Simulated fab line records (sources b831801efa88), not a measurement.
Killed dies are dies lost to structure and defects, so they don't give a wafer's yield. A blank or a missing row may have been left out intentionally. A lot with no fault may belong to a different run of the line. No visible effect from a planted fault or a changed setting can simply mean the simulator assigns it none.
Which tool did it? -- flow gf180mcu -- 12 lots, 36 wafers sampled, at 6 steps of a route of 602

## WHAT THE GAUGES READ, wafer by wafer
GF_POLY_GATE_CD_MEAS_10: the cd target is 280 nm. Usual: cd_nm 280.4 nm, standard deviation 1.1.
lot,measured,on,cd_nm (nm),flag
L436,day 9 06:56,cd_sem-01,279.0 278.5 278.0,
L438,day 9 20:05,cd_sem-01,280.3 280.4 279.8,
L445,day 11 21:05,cd_sem-01,281.8 282.1 280.9,
L446,day 12 05:31,cd_sem-02,280.0 280.8 281.3,
L448,day 12 18:47,cd_sem-02,282.1 283.6 282.3,
L449,day 13 00:40,cd_sem-02,281.8 281.9 281.9,
L451,day 13 14:28,cd_sem-02,279.7 279.7 280.3,
L453,day 14 04:28,cd_sem-01,280.8 281.2 281.1,
L455,day 14 20:01,cd_sem-02,280.8 279.9 279.8,
L457,day 15 07:14,cd_sem-01,281.5 280.7 281.8,
L458,day 15 16:56,cd_sem-02,280.0 280.1 279.4,
L459,day 16 06:11,cd_sem-01,280.9 280.8 280.3,

GF_POLY_GATE_THK_MEAS_17. Usual: POLY_GATE_OXIDATION_THK 4.03 nm, standard deviation 0.072.
lot,measured,on,POLY_GATE_OXIDATION_THK (nm),flag
L436,day 9 08:36,film_metro-04,4.06 3.98 4.03,
L438,day 9 22:13,film_metro-03,4.13 4.21 4.23,
L445,day 11 22:56,film_metro-03,4.01 4.02 4.01,
L446,day 12 07:13,film_metro-02,4.06 4.07 4.03,
L448,day 12 20:27,film_metro-02,4.07 4.13 4.13,
L449,day 13 02:19,film_metro-04,4.08 4.08 4.09,
L451,day 13 16:07,film_metro-04,4.03 4.03 4.14,
L453,day 14 06:07,film_metro-03,4.04 4.00 4.08,
L455,day 14 21:40,film_metro-02,4.01 4.05 4.16,
L457,day 15 08:54,film_metro-02,3.94 3.99 3.93,
L458,day 15 18:36,film_metro-04,4.02 4.06 4.06,
L459,day 16 07:51,film_metro-02,3.94 4.06 3.98,

GF_SAB_CD_MEAS_09: the cd target is 420 nm. Usual: cd_nm 419.7 nm, standard deviation 2.5.
lot,measured,on,cd_nm (nm),flag
L436,day 15 01:58,cd_sem-01,418.3 420.6 419.8,
L438,day 15 21:32,cd_sem-02,419.8 419.0 418.9,
L445,day 18 08:23,cd_sem-02,419.2 420.6 420.9,
L446,day 18 20:41,cd_sem-01,418.6 420.6 416.5,
L448,day 19 12:03,cd_sem-02,423.5 423.1 422.2,
L449,day 19 19:15,cd_sem-02,424.8 425.6 423.9,
L451,day 20 13:04,cd_sem-01,420.0 419.8 419.2,
L453,day 24 06:34,cd_sem-01,415.6 416.4 416.0,
L455,day 22 04:19,cd_sem-01,424.7 422.1 423.0,
L457,day 22 10:47,cd_sem-02,419.8 419.7 418.7,
L458,day 22 20:06,cd_sem-02,424.8 423.1 424.5,
L459,day 23 11:47,cd_sem-01,423.5 420.2 421.9,

GF_M3_RS_MEAS_05: measurement is done with a four-point probe. Usual: M3_ALCU_RS 0.0696 ohm/sq, standard deviation 0.00092.
lot,measured,on,M3_ALCU_RS (ohm/sq),flag
L436,day 20 08:20,film_metro-01,0.0678 0.0684 0.0677,
L438,day 21 04:08,film_metro-04,0.0701 0.0694 0.0693,
L445,day 23 14:09,film_metro-04,7.2243 7.2848 7.2594,OFF
L446,day 24 02:56,film_metro-04,7.3162 7.3271 7.3010,OFF
L448,day 24 17:10,film_metro-01,0.0692 0.0682 0.0690,
L449,day 25 01:44,film_metro-04,0.0687 0.0696 0.0699,
L451,day 25 15:56,film_metro-04,0.0711 0.0699 0.0698,
L453,day 28 22:20,film_metro-01,0.0693 0.0689 0.0701,
L455,day 27 04:17,film_metro-02,0.0696 0.0697 0.0697,
L457,day 27 08:15,film_metro-02,0.0691 0.0699 0.0704,
L458,day 27 18:20,film_metro-04,0.0697 0.0702 0.0697,
L459,day 28 05:50,film_metro-02,0.0695 0.0688 0.0699,

GF_M3_THK_MEAS_06: measures by xrf. Usual: M3_ALCU_THK 447 nm, standard deviation 6.7.
lot,measured,on,M3_ALCU_THK (nm),flag
L436,day 20 08:27,film_metro-01,461 455 463,
L438,day 21 04:15,film_metro-04,445 449 448,
L445,day 23 14:16,film_metro-04,<0 <0 <0,OFF
L446,day 24 03:03,film_metro-04,<0 <0 <0,OFF
L448,day 24 17:17,film_metro-01,454 458 452,
L449,day 25 01:51,film_metro-04,451 444 445,
L451,day 25 16:03,film_metro-04,436 445 444,
L453,day 28 22:28,film_metro-01,451 452 445,
L455,day 27 04:24,film_metro-02,447 446 448,
L457,day 27 08:22,film_metro-02,450 445 444,
L458,day 27 18:27,film_metro-04,447 444 445,
L459,day 28 05:57,film_metro-02,450 454 448,

## WHAT TOOL EACH LOT RAN ON (gives the tool, then ch and the chambers of the sampled wafers, and finally the start)
lot,GF_M3_SPUTTER_02
L436,"pvd_sputter-04, day 20 08:14"
L438,"pvd_sputter-04, day 21 04:02"
L445,"pvd_sputter-03, day 23 14:04"
L446,"pvd_sputter-04, day 24 02:50"
L448,"pvd_sputter-03, day 24 17:04"
L449,"pvd_sputter-03, day 25 01:37"
L451,"pvd_sputter-02, day 25 15:50"
L453,"pvd_sputter-02, day 28 22:15"
L455,"pvd_sputter-03, day 27 04:11"
L457,"pvd_sputter-03, day 27 08:10"
L458,"pvd_sputter-03, day 27 18:14"
L459,"pvd_sputter-04, day 28 05:44"
- GF_M3_SPUTTER_02: material AlCu, target thk 450 nm, time 23.9 s.

## WHAT THE TOOLS THEMSELVES READ (means of the sampled wafers that have a number; where no wafer has one, the mark that the record gives instead)
GF_M3_SPUTTER_02. Usual: cathode_dc_power_W 10600 W, standard deviation 1.8; chamber_pressure_pa 0.4000 Pa, standard deviation 0.00077; throttle_valve_pct 30.6 %, standard deviation 0.92.
lot,tool,cathode_dc_power_W (W),chamber_pressure_pa (Pa),throttle_valve_pct (%),flag
L436,pvd_sputter-04,10601,0.3997,29.5,
L438,pvd_sputter-04,10600,0.3992,29.8,
L445,pvd_sputter-03,-,-,-,OFF
L446,pvd_sputter-04,-,-,-,OFF
L448,pvd_sputter-03,10601,0.3998,30.9,
L449,pvd_sputter-03,10601,0.3997,31.4,
L451,pvd_sputter-02,10599,0.4000,30.7,
L453,pvd_sputter-02,10600,0.3998,30.8,
L455,pvd_sputter-03,10600,0.3997,31.8,
L457,pvd_sputter-03,10601,0.3997,31.3,
L458,pvd_sputter-03,10602,0.3998,31.6,
L459,pvd_sputter-04,10600,0.3999,29.9,

## THE ANSWER, worked out from the rows above alone
Rule: a lot counts as off when the mean over its wafers that have a number is more than 3 standard deviations away from the usual mean. Also off: a lot with no number at a reading for which 4 or more lots have one. The other lots that the step has rows for count as sound. First the gauges in route order, then the tools' own readings, where a lot's mean is used as printed above. At the first step where some lot is off, the reading lying furthest off is the one used; lots without a number count as furthest.
Off: L445, L446, at GF_M3_RS_MEAS_05 (M3_ALCU_RS).
If a tool, at a process step before that reading, ran all the lots that are off and no sound lot after the first of them, it fits. Not tried: the gauges at GF_M3_RS_MEAS_05; whatever is off there is also off at GF_M3_SPUTTER_02, on other tools, and gauge error can't account for it. No candidate that was tried fits.

## WHAT HAD BEEN PUT IN BY THE SIMULATOR
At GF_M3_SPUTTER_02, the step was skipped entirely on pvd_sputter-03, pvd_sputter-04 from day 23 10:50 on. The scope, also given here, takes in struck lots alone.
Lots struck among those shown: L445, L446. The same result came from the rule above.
